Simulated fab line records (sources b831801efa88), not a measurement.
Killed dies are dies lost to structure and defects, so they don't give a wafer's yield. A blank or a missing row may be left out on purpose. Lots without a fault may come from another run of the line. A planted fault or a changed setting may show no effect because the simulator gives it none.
The tool behind it: which one? | flow sky130 | 45 wafers from 15 lots sampled at 2 of the route's 708 steps

== WHAT THE GAUGES SHOWED, per wafer ==
SKY_CAPM_THK_MEAS_04: measures by xrf.
lot  | measured     | on            | CAPM_TIN_THK (nm)
L865 | day 36 20:09 | film metro-04 | 198.5 199.5 198.2
L864 | day 36 20:52 | film metro-02 | 198.6 198.6 196.1
L868 | day 37 15:07 | film metro-02 | 200.1 199.2 197.9
L869 | day 39 04:50 | film metro-02 | 199.1 198.7 199.5
L871 | day 39 06:11 | film metro-01 | 194.8 194.1 193.9
L870 | day 39 08:49 | film metro-02 | 195.7 195.7 197.5
L874 | day 40 12:10 | film metro-01 | 196.7 196.7 198.3
L875 | day 41 10:26 | film metro-02 | 200.2 198.0 199.8
L878 | day 41 17:46 | film metro-02 | 199.5 198.1 200.6
L879 | day 42 03:05 | film metro-04 | 197.3 200.4 199.3
L882 | day 42 05:13 | film metro-01 | 201.0 199.3 199.4
L881 | day 42 09:56 | film metro-02 | 200.4 199.7 200.3
L886 | day 42 22:37 | film metro-02 | 200.0 197.2 197.3
L885 | day 43 02:41 | film metro-02 | 198.3 197.1 198.2
L887 | day 43 07:47 | film metro-04 | 199.4 196.4 200.3

== TOOL THAT RAN EACH LOT (tool first, then ch and the chambers of the sampled wafers, then the start) ==
lot  | SKY_VIA2_ETCH_15
L865 | rie diel-02 ch 1,2, day 36 18:19
L864 | rie diel-03 ch 0,2,3, day 36 18:58
L868 | rie diel-03 ch 0,2,3, day 37 13:19
L869 | rie diel-02 ch 0,1,3, day 39 03:02
L871 | rie diel-04 ch 0,2,3, day 39 04:22
L870 | rie diel-04 ch 0,1, day 39 06:59
L874 | rie diel-04 ch 0,3, day 40 10:22
L875 | rie diel-02 ch 0,2, day 41 08:34
L878 | rie diel-02 ch 0,1,3, day 41 15:46
L879 | rie diel-03 ch 0,1,3, day 42 01:17
L882 | rie diel-02 ch 0,2,3, day 42 03:25
L881 | rie diel-04 ch 1,2, day 42 08:04
L886 | rie diel-04 ch 1,3, day 42 20:47
L885 | rie diel-02 ch 1,3, day 43 00:52
L887 | rie diel-03 ch 2,3, day 43 05:58
- SKY_VIA2_ETCH_15: etches SiO2 in C4F8/O2/Ar, stops on TiN, target depth 546 nm, time 84 s.

== WHAT THE TOOLS THEMSELVES READ (means of the sampled wafers that have a number; where no wafer has one, the mark that the record gives instead) ==
SKY_VIA2_ETCH_15.
lot  | tool        | oes product au (a.u.)
L865 | rie diel-02 | 0.938
L864 | rie diel-03 | 0.940
L868 | rie diel-03 | 0.943
L869 | rie diel-02 | 0.936
L871 | rie diel-04 | 0.933
L870 | rie diel-04 | 0.938
L874 | rie diel-04 | 0.938
L875 | rie diel-02 | 0.941
L878 | rie diel-02 | 0.940
L879 | rie diel-03 | 0.945
L882 | rie diel-02 | 0.943
L881 | rie diel-04 | 0.940
L886 | rie diel-04 | 0.942
L885 | rie diel-02 | 0.940
L887 | rie diel-03 | 0.937

== THE ANSWER, worked out from the rows above alone ==
Rule: usual is defined by the lots themselves. The widest of any qualifying gaps counts: lots, ordered by their means at a reading, are off when they make up no more than a third of the lots, leave a main group of 4 or more, and stand apart from it by 3 or more times the standard deviation of that group's means. A main group is skipped when, at the precision printed for the reading in the tables above, its means are all equal. A lot without any number at a reading at which 4 lots or more have one is off too. Any other lot the step has rows for is counted as sound. First the gauges in route order, then the tools' own readings, where a lot's mean is used as printed above. At the first step where some lot is off, the reading lying furthest off is the one used; lots without a number count as furthest.
No lot is off on any of the readings shown, so nothing can be concluded from this.

== WHAT WAS PUT IN BY THE SIMULATOR ==
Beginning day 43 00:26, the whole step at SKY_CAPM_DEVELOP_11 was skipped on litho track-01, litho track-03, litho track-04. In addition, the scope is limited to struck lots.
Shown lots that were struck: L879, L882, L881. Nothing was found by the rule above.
